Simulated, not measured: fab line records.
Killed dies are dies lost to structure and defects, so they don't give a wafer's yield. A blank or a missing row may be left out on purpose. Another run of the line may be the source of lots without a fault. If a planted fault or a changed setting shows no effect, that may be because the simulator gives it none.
fab line records + flow sky130
[record]
- lots = 12
- wafers = 36
- last_day = 50
route steps=708 shown FIELD_ISO@28 VT_ADJUST_LVTN@118 GATE_OXIDE@192
lots that met no fault: from a run of the same line without faults
start_h: hours from the record's opening day to when the first of the lot's shown wafers began + wait_h: hours elapsed since this lot's preceding step + " the same as in the row above + L1.1+2: a single row standing in for several wafers + - no value present, or no start provided + * or withheld: withheld + < > ~ a bound
route shown NAME@n: names a module that has steps shown in the file, with the first one's number in the route + usual: mean and standard deviation over wafers with no fault + same: alike in all rows + chamber/n: place in a boat + sites: readings site by site + _std_site: the standard deviation of these + _edge_site: inner sites' mean taken away from outer sites' mean + radius_mm: for every site, how far away it sits from the centre of the wafer + mask NAME#n: copy n + behind: the most recent tool/chamber to have shaped the wafer + hold: cause of the lot's hold/its duration in hours/its outcome + device: which transistor (n, p or np) failed to switch + end of line: tests of these same wafers at the route's end + for a step that has no rows: nothing shown but its recipe + killed: not the wafer's yield, but the dies lost to structure and defects at the first sort + map: shows each die of a wafer: x if killed, . if not, _ if none is there
set.NAME: the run value of the setting; set.NAME@STEP: its run value at that earlier step + model.NAME: the simulator's own value behind a step, which no gauge read
steps of the route over a sample of lots; a table a step, a row a wafer
services: a tool's chamber out of use, with start hour (start_h, from the record's first day; less than 0 if before it), hours out, and reason
[[steps]]
[step SKY_FIELD_ISO_CMP_27]
[recipe]
- stop_on = Si3N4
- t_overpolish_s = 16
- down_force_psi = 4
- platen_rpm = 60
- target_thk_nm = 457.8
- pad_velocity_m_s = 0.94248
[usual]
- motor_current_A = 11.9/1.3
- overpolish_run_s = 16.000/0.0093
- time_to_endpoint_s = 113/4.3
| lot.wafer | tool   | chamber | start_h | wait_h | motor_current_A | overpolish_run_s | time_to_endpoint_s |
|-----------|--------|---------|---------|--------|-----------------|------------------|--------------------|
| L473.2    | cmp-01 | 1       | 46.07   | 0.0    | 14.0            | 16.002           | 110                |
| L473.1    | "      | 3       | "       | "      | 11.3            | 16.002           | 109                |
| L473.3    | "      | 0       | "       | "      | 10.3            | 16.000           | 109                |
| L474.3    | cmp-01 | 2       | 50.26   | 0.0    | 11.4            | 16.003           | 114                |
| L474.2    | "      | 0       | "       | "      | 9.7             | 16.008           | 111                |
| L474.6    | "      | 3       | "       | "      | 10.8            | 16.002           | 111                |
| L475.3    | cmp-02 | 2       | 54.54   | 0.1    | 11.1            | 16.005           | 118                |
| L475.4    | "      | 3       | "       | "      | 12.7            | 16.004           | 114                |
| L475.6    | "      | 0       | "       | "      | 13.4            | 16.008           | 110                |
| L478.3    | cmp-01 | 2       | 71.36   | 0.0    | 11.8            | 15.994           | 115                |
| L478.6    | "      | 2       | "       | "      | 10.9            | 15.997           | 114                |
| L478.5    | "      | 3       | "       | "      | 11.4            | 15.991           | 111                |
| L484.3    | cmp-02 | 0       | 100.40  | 0.1    | 13.0            | 16.007           | 110                |
| L484.6    | "      | 2       | "       | "      | 10.8            | 15.984           | 116                |
| L484.5    | "      | 3       | "       | "      | 12.8            | 16.013           | 106                |
| L485.1    | cmp-01 | 1       | 107.73  | 0.1    | 13.9            | 16.017           | 120                |
| L485.2    | "      | 2       | "       | "      | 12.0            | 15.975           | 118                |
| L485.6    | "      | 1       | "       | "      | 13.4            | 15.981           | 116                |
| L486.1    | cmp-02 | 3       | 110.02  | 0.1    | 12.3            | 16.009           | 112                |
| L486.4    | "      | 1       | "       | "      | 12.5            | 15.995           | 113                |
| L486.6    | "      | 2       | "       | "      | 10.8            | 16.009           | 120                |
| L487.4    | cmp-02 | 0       | 120.17  | 0.0    | 12.9            | 16.003           | 104                |
| L487.1    | "      | 3       | "       | "      | 13.1            | 16.008           | 107                |
| L487.6    | "      | 0       | "       | "      | 13.4            | 15.999           | 106                |
| L489.4    | cmp-01 | 0       | 125.99  | 0.1    | 9.7             | 16.002           | 121                |
| L489.5    | "      | 3       | "       | "      | 10.4            | 15.998           | 117                |
| L489.6    | "      | 0       | "       | "      | 9.9             | 16.021           | 120                |
| L491.2    | cmp-01 | 2       | 139.02  | 0.1    | 11.5            | 15.992           | 117                |
| L491.1    | "      | 0       | "       | "      | 10.3            | 16.002           | 113                |
| L491.5    | "      | 1       | "       | "      | 13.0            | 16.009           | 117                |
| L492.4    | cmp-01 | 2       | 142.83  | 0.0    | 10.8            | 15.997           | 123                |
| L492.3    | "      | 1       | "       | "      | 14.1            | 16.000           | 122                |
| L492.6    | "      | 2       | "       | "      | 11.6            | 16.008           | 117                |
| L494.3    | cmp-02 | 2       | 155.15  | 0.0    | 11.3            | 15.992           | 110                |
| L494.1    | "      | 3       | "       | "      | 11.7            | 16.002           | 109                |
| L494.2    | "      | 0       | "       | "      | 13.1            | 15.996           | 111                |
[step SKY_VT_ADJUST_LVTN_TW_MEAS_21]
[usual]
- VT_ADJUST_LVTN_2_TW = 189.1/1.2
| lot.wafer | tool          | chamber | start_h | wait_h | VT_ADJUST_LVTN_2_TW |
|-----------|---------------|---------|---------|--------|---------------------|
| L473.1    | film_metro-04 | -       | 180.67  | 0.1    | 190.6               |
| L473.2    | "             | -       | "       | "      | 190.1               |
| L473.3    | "             | -       | "       | "      | 190.4               |
| L474.2    | film_metro-01 | -       | 185.63  | 0.1    | 187.3               |
| L474.3    | "             | -       | "       | "      | 187.6               |
| L474.6    | "             | -       | "       | "      | 187.2               |
| L475.3    | film_metro-01 | -       | 190.98  | 0.1    | 188.4               |
| L475.4    | "             | -       | "       | "      | 188.6               |
| L475.6    | "             | -       | "       | "      | 188.6               |
| L478.3    | film_metro-04 | -       | 215.04  | 0.1    | 189.9               |
| L478.5    | "             | -       | "       | "      | 190.3               |
| L478.6    | "             | -       | "       | "      | 189.8               |
| L484.3    | film_metro-01 | -       | 247.23  | 0.1    | 187.8               |
| L484.5    | "             | -       | "       | "      | 188.6               |
| L484.6    | "             | -       | "       | "      | 188.4               |
| L485.1    | film_metro-03 | -       | 254.42  | 0.1    | 187.4               |
| L485.2    | "             | -       | "       | "      | 186.0               |
| L485.6    | "             | -       | "       | "      | 187.2               |
| L486.1    | film_metro-04 | -       | 262.57  | 0.1    | 190.4               |
| L486.4    | "             | -       | "       | "      | 191.0               |
| L486.6    | "             | -       | "       | "      | 189.1               |
| L487.1    | film_metro-04 | -       | 274.81  | 0.1    | 190.1               |
| L487.4    | "             | -       | "       | "      | 189.5               |
| L487.6    | "             | -       | "       | "      | 189.4               |
| L489.4    | film_metro-03 | -       | 279.55  | 0.1    | 187.6               |
| L489.5    | "             | -       | "       | "      | 187.6               |
| L489.6    | "             | -       | "       | "      | 187.5               |
| L491.1    | film_metro-01 | -       | 295.92  | 0.1    | 188.3               |
| L491.2    | "             | -       | "       | "      | 187.6               |
| L491.5    | "             | -       | "       | "      | 188.4               |
| L492.3    | film_metro-04 | -       | 302.59  | 0.1    | 190.7               |
| L492.4    | "             | -       | "       | "      | 189.8               |
| L492.6    | "             | -       | "       | "      | 190.2               |
| L494.1    | film_metro-04 | -       | 319.91  | 0.1    | 189.0               |
| L494.2    | "             | -       | "       | "      | 189.0               |
| L494.3    | "             | -       | "       | "      | 190.8               |
[step SKY_GATE_OXIDE_COAT_05]
[recipe]
- resist = NOVOLAK
- spin_rpm = 3000
- resist_thk_nm = 1140
[usual]
- spin_speed_rpm = 3000.1/1.8
| lot.wafer | tool           | chamber | start_h | wait_h | spin_speed_rpm |
|-----------|----------------|---------|---------|--------|----------------|
| L473.1    | litho_track-01 | 0       | 312.43  | 0.1    | 2999.8         |
| L473.2    | "              | 0       | "       | "      | 2998.2         |
| L473.3    | "              | 0       | "       | "      | 2998.5         |
| L474.2    | litho_track-01 | 0       | 321.20  | 0.1    | 3000.3         |
| L474.3    | "              | 0       | "       | "      | 3000.7         |
| L474.6    | "              | 0       | "       | "      | 3002.3         |
| L475.3    | litho_track-01 | 0       | 326.88  | 0.1    | 3000.4         |
| L475.4    | "              | 0       | "       | "      | 2995.7         |
| L475.6    | "              | 0       | "       | "      | 2999.1         |
| L478.3    | litho_track-04 | 0       | 358.18  | 0.1    | 2998.1         |
| L478.5    | "              | 0       | "       | "      | 3001.1         |
| L478.6    | "              | 0       | "       | "      | 2999.0         |
| L484.3    | litho_track-04 | 0       | 399.38  | 0.1    | 3003.3         |
| L484.5    | "              | 0       | "       | "      | 2999.0         |
| L484.6    | "              | 0       | "       | "      | 2999.9         |
| L485.1    | litho_track-02 | 0       | 410.24  | 0.1    | 3000.0         |
| L485.2    | "              | 0       | "       | "      | 3001.2         |
| L485.6    | "              | 0       | "       | "      | 2998.2         |
| L486.1    | litho_track-04 | 0       | 419.53  | 0.1    | 2996.2         |
| L486.4    | "              | 0       | "       | "      | 2999.0         |
| L486.6    | "              | 0       | "       | "      | 2999.0         |
| L487.1    | litho_track-04 | 0       | 435.23  | 0.1    | 3004.1         |
| L487.4    | "              | 0       | "       | "      | 2999.4         |
| L487.6    | "              | 0       | "       | "      | 3002.0         |
| L489.4    | litho_track-01 | 0       | 441.45  | 0.1    | 3002.4         |
| L489.5    | "              | 0       | "       | "      | 3000.6         |
| L489.6    | "              | 0       | "       | "      | 3001.8         |
| L491.1    | litho_track-01 | 0       | 459.72  | 0.1    | 2998.2         |
| L491.2    | "              | 0       | "       | "      | 2998.8         |
| L491.5    | "              | 0       | "       | "      | 2997.1         |
| L492.3    | litho_track-01 | 0       | 470.52  | 0.1    | 3002.7         |
| L492.4    | "              | 0       | "       | "      | 3006.9         |
| L492.6    | "              | 0       | "       | "      | 3001.1         |
| L494.1    | litho_track-02 | 0       | 489.09  | 0.1    | 2999.8         |
| L494.2    | "              | 0       | "       | "      | 2999.5         |
| L494.3    | "              | 0       | "       | "      | 3001.3         |
[step SKY_GATE_OXIDE_OVL_MEAS_10]
[usual]
- GATE_OXIDE_OVL = 0.8/1.4
| lot.wafer | tool       | chamber | start_h | wait_h | GATE_OXIDE_OVL[nm] |
|-----------|------------|---------|---------|--------|--------------------|
| L473.1    | overlay-02 | -       | 325.73  | 0.1    | 0.5                |
| L473.2    | "          | -       | "       | "      | 1.7                |
| L473.3    | "          | -       | "       | "      | 0.3                |
| L474.2    | overlay-01 | -       | 334.98  | 0.1    | 0.3                |
| L474.3    | "          | -       | "       | "      | -1.6               |
| L474.6    | "          | -       | "       | "      | -0.7               |
| L475.3    | overlay-02 | -       | 340.25  | 0.1    | -0.1               |
| L475.4    | "          | -       | "       | "      | 0.4                |
| L475.6    | "          | -       | "       | "      | 0.6                |
| L478.3    | overlay-02 | -       | 372.24  | 0.1    | 1.4                |
| L478.5    | "          | -       | "       | "      | 1.7                |
| L478.6    | "          | -       | "       | "      | 2.8                |
| L484.3    | overlay-01 | -       | 414.39  | 0.1    | 0.8                |
| L484.5    | "          | -       | "       | "      | 1.2                |
| L484.6    | "          | -       | "       | "      | 1.2                |
| L485.1    | overlay-02 | -       | 425.47  | 0.1    | -0.5               |
| L485.2    | "          | -       | "       | "      | 1.2                |
| L485.6    | "          | -       | "       | "      | -1.2               |
| L486.1    | overlay-01 | -       | 433.87  | 0.1    | -2.4               |
| L486.4    | "          | -       | "       | "      | -2.2               |
| L486.6    | "          | -       | "       | "      | 0.8                |
| L487.1    | overlay-02 | -       | 451.19  | 0.1    | 1.7                |
| L487.4    | "          | -       | "       | "      | 0.1                |
| L487.6    | "          | -       | "       | "      | 1.1                |
| L489.4    | overlay-02 | -       | 457.56  | 0.1    | 2.0                |
| L489.5    | "          | -       | "       | "      | 0.7                |
| L489.6    | "          | -       | "       | "      | 0.7                |
| L491.1    | overlay-02 | -       | 475.08  | 0.1    | 2.6                |
| L491.2    | "          | -       | "       | "      | 1.8                |
| L491.5    | "          | -       | "       | "      | 0.8                |
| L492.3    | overlay-01 | -       | 485.69  | 0.1    | 0.5                |
| L492.4    | "          | -       | "       | "      | 0.2                |
| L492.6    | "          | -       | "       | "      | -0.4               |
| L494.1    | overlay-01 | -       | 503.67  | 0.1    | 3.7                |
| L494.2    | "          | -       | "       | "      | 2.6                |
| L494.3    | "          | -       | "       | "      | 1.2                |
[step SKY_GATE_OXIDE_STRIP_13]
[recipe]
- chemistry = O2/N2
- power_w = 1400
- pressure_mtorr = 1500
- platen_temp_c = withheld
- o2_flow_sccm = 3000
- n2_flow_sccm = 300
- overash_fraction = 0.5
[usual]
- drypump_motor_current_A = 6.1/0.5
- oes_product_au = 0.716/0.0044
- strip_time_to_endpoint_s = 14.19/0.039
| lot.wafer | tool            | chamber | start_h | wait_h | drypump_motor_current_A | oes_product_au | rf_hours_counter_h | strip_time_to_endpoint_s |
|-----------|-----------------|---------|---------|--------|-------------------------|----------------|--------------------|--------------------------|
| L473.1    | plasma_asher-03 | 0       | 326.07  | 0.0    | 5.2                     | 0.719          | 52                 | 14.22                    |
| L473.2    | "               | 1       | "       | "      | 6.3                     | 0.709          | 52                 | 14.18                    |
| L473.3    | "               | 0       | "       | "      | 5.2                     | 0.717          | -                  | 14.20                    |
| L474.2    | plasma_asher-01 | 0       | 335.27  | 0.0    | 5.5                     | 0.560          | 22                 | 7.85                     |
| L474.3    | "               | 1       | "       | "      | 6.1                     | 0.560          | -                  | 7.87                     |
| L474.6    | "               | 0       | "       | "      | 5.5                     | 0.564          | -                  | 7.86                     |
| L475.3    | plasma_asher-03 | 0       | 340.57  | 0.0    | 5.2                     | 0.557          | -                  | 7.87                     |
| L475.4    | "               | 1       | "       | "      | 6.3                     | 0.558          | -                  | 7.88                     |
| L475.6    | "               | 1       | "       | "      | 6.3                     | 0.562          | -                  | 7.86                     |
| L478.3    | plasma_asher-01 | 0       | 372.55  | 0.0    | 5.5                     | 0.718          | -                  | 14.20                    |
| L478.5    | "               | 1       | "       | "      | 6.2                     | 0.718          | -                  | 14.19                    |
| L478.6    | "               | 0       | "       | "      | 5.5                     | 0.721          | -                  | 14.17                    |
| L484.3    | plasma_asher-03 | 1       | 414.71  | 0.0    | 6.3                     | 0.715          | -                  | 14.19                    |
| L484.5    | "               | 0       | "       | "      | 5.2                     | 0.724          | -                  | 14.16                    |
| L484.6    | "               | 1       | "       | "      | 6.4                     | 0.718          | -                  | 14.23                    |
| L485.1    | plasma_asher-04 | 0       | 425.77  | 0.0    | 6.2                     | 0.716          | 74                 | 14.22                    |
| L485.2    | "               | 1       | "       | "      | 6.6                     | 0.716          | 74                 | 14.21                    |
| L485.6    | "               | 0       | "       | "      | 6.2                     | 0.719          | -                  | 14.26                    |
| L486.1    | plasma_asher-01 | 0       | 434.17  | 0.0    | 5.5                     | 0.713          | 33                 | 14.18                    |
| L486.4    | "               | 1       | "       | "      | 6.1                     | 0.710          | -                  | 14.25                    |
| L486.6    | "               | 1       | "       | "      | 6.1                     | 0.713          | -                  | 14.22                    |
| L487.1    | plasma_asher-04 | 1       | 451.48  | 0.0    | 6.7                     | 0.714          | 77                 | 14.16                    |
| L487.4    | "               | 1       | "       | "      | 6.7                     | 0.721          | -                  | 14.15                    |
| L487.6    | "               | 0       | "       | "      | 6.2                     | 0.707          | -                  | 14.20                    |
| L489.4    | plasma_asher-04 | 0       | 457.86  | 0.0    | 6.2                     | 0.711          | -                  | 14.14                    |
| L489.5    | "               | 1       | "       | "      | 6.7                     | 0.719          | -                  | 14.16                    |
| L489.6    | "               | 0       | "       | "      | 6.2                     | 0.722          | -                  | 14.17                    |
| L491.1    | plasma_asher-04 | 0       | 475.37  | 0.0    | 6.2                     | 0.715          | 80                 | 14.18                    |
| L491.2    | "               | 1       | "       | "      | 6.7                     | 0.717          | 80                 | 14.12                    |
| L491.5    | "               | 1       | "       | "      | 6.7                     | 0.712          | -                  | 14.18                    |
| L492.3    | plasma_asher-03 | 0       | 486.21  | 0.0    | 5.2                     | 0.717          | -                  | 14.15                    |
| L492.4    | "               | 1       | "       | "      | 6.3                     | 0.713          | -                  | 14.21                    |
| L492.6    | "               | 0       | "       | "      | 5.2                     | 0.710          | -                  | 14.13                    |
| L494.1    | plasma_asher-01 | 0       | 503.96  | 0.0    | 5.5                     | 0.717          | 40                 | 14.14                    |
| L494.2    | "               | 1       | "       | "      | 6.1                     | 0.709          | 40                 | 14.18                    |
| L494.3    | "               | 0       | "       | "      | 5.5                     | 0.708          | -                  | 14.16                    |
[[services]]
| tool   | chamber | start_h | hours | kind   |
|--------|---------|---------|-------|--------|
| cmp-02 | -       | 23.44   | 6.2   | pm     |
| cmp-02 | -       | 29.65   | 5.8   | pm     |
| cmp-02 | -       | 40.76   | 0.7   | repair |
| cmp-02 | -       | 64.00   | 4.0   | pm     |
| cmp-02 | -       | 88.95   | 0.5   | repair |
| cmp-02 | -       | 93.13   | 1.6   | repair |
| cmp-01 | -       | 99.66   | 3.3   | repair |
| cmp-02 | -       | 115.91  | 2.5   | repair |
| cmp-01 | -       | 121.98  | 1.8   | repair |
| cmp-01 | -       | 146.84  | 9.2   | pm     |
| cmp-01 | -       | 163.54  | 4.4   | repair |
| cmp-01 | -       | 175.13  | 1.7   | repair |
| cmp-02 | -       | 192.79  | 0.3   | repair |
| cmp-01 | -       | 232.25  | 4.0   | pm     |
| cmp-01 | -       | 249.55  | 2.1   | repair |
| cmp-01 | -       | 278.75  | 2.2   | repair |
| cmp-01 | -       | 337.32  | 1.2   | repair |
| cmp-02 | -       | 363.01  | 2.9   | repair |
| cmp-02 | -       | 384.12  | 5.1   | repair |
| cmp-02 | -       | 392.44  | 3.7   | pm     |
| cmp-02 | -       | 404.00  | 4.0   | pm     |
| cmp-02 | -       | 424.32  | 16.1  | repair |
| cmp-01 | -       | 498.74  | 0.3   | repair |
| cmp-01 | -       | 499.86  | 0.7   | repair |
[[key]]
[first_sign]
- step = SKY_GATE_OXIDE_STRIP_13
- reading = strip_time_to_endpoint_s
- direction = down
- sigmas = 99+
- usual = *
- struck = *
[effect]
- step = SKY_GATE_OXIDE_STRIP_13
- reading = oes_product_au
- direction = down
- sigmas = 35
- usual = 0.716
- struck = 0.560
met_at SKY_GATE_OXIDE_COAT_05
struck_lots L474,L475
tester_left_out L474,L475
not_acting_at SKY_FIELD_ISO_CMP_27,SKY_VT_ADJUST_LVTN_TW_MEAS_21,SKY_GATE_OXIDE_OVL_MEAS_10
onset_between 312.43 321.20
[fault]
- kind = process_parameter_drift
- tool = litho_track-01
- chamber = -
- onset_h = 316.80
- steps = SKY_GATE_OXIDE_COAT_05
- channel = resist_thk_nm
- offset = -541.68
- shape = step
- end_h = 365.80
- acts_in = these_recipes_only
- stated = 1140
// tester_left_out: of these lots the tester's yield and bins aren't shown, on N5 and GAA mostly nor the transistor test; their killed dies are dies lost to structure and defects alone, not to doping, threshold or leakage, so they don't give the yield
